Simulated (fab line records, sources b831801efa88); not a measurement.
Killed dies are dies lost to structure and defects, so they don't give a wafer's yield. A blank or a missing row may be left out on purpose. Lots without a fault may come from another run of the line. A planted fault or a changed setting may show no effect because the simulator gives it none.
Chamber matching | flow sky130 | SKY_POLY_CUT_ETCH_10 on rie_diel-03: 4 sister chambers
The step etches BARC in N2/H2, stops on SiO2, time 45.9 s, target depth 60 nm. 4 wafers are shown with their chamber, then 10 later ones without.

WAFERS WITH THEIR CHAMBER
wafer  | chamber | drypump_motor_current_A (A)
L471.2 | 1       | 6.3
L474.5 | 2       | 6.3
L475.1 | 0       | 5.9
L475.2 | 3       | 6.3

WAFERS WITHOUT THEIR CHAMBER
wafer  | drypump_motor_current_A (A)
L475.3 | 6.3
L478.2 | 6.3
L478.3 | 5.8
L478.6 | 5.8
L480.2 | 6.3
L480.3 | 6.2
L480.6 | 6.2
L482.2 | 6.4
L482.3 | 6.3
L482.5 | 6.2

WHICH CHAMBER EACH WENT THROUGH
wafer  | from the rows above          | in truth
L475.3 | can't be placed: 1 or 2 or 3 | 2
L478.2 | can't be placed: 1 or 2 or 3 | 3
L478.3 | 0                            | 0
L478.6 | 0                            | 0
L480.2 | can't be placed: 1 or 2 or 3 | 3
L480.3 | can't be placed: 1 or 2 or 3 | 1
L480.6 | can't be placed: 1 or 2 or 3 | 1
L482.2 | can't be placed: 1 or 2 or 3 | 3
L482.3 | can't be placed: 1 or 2 or 3 | 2
L482.5 | can't be placed: 1 or 2 or 3 | 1
Placed correctly: 2 of 10. Can't be placed from these rows: 8 (the true chamber is among the candidates in 8). Placed wrongly: 0.
How it was worked out, from the rows above alone: a wafer's distance from a chamber is the root of the sum, over the readings, of the square of ((its reading less the chamber's mean) divided by the reading's scatter). The wafer belongs to the nearest chamber; if the next one is less than 2 further off, it can't be placed. A chamber's mean is the mean of its shown wafers. The scatter: with one shown wafer a chamber, the root of the mean of the squares of how far each hidden wafer lies from its nearest shown one.
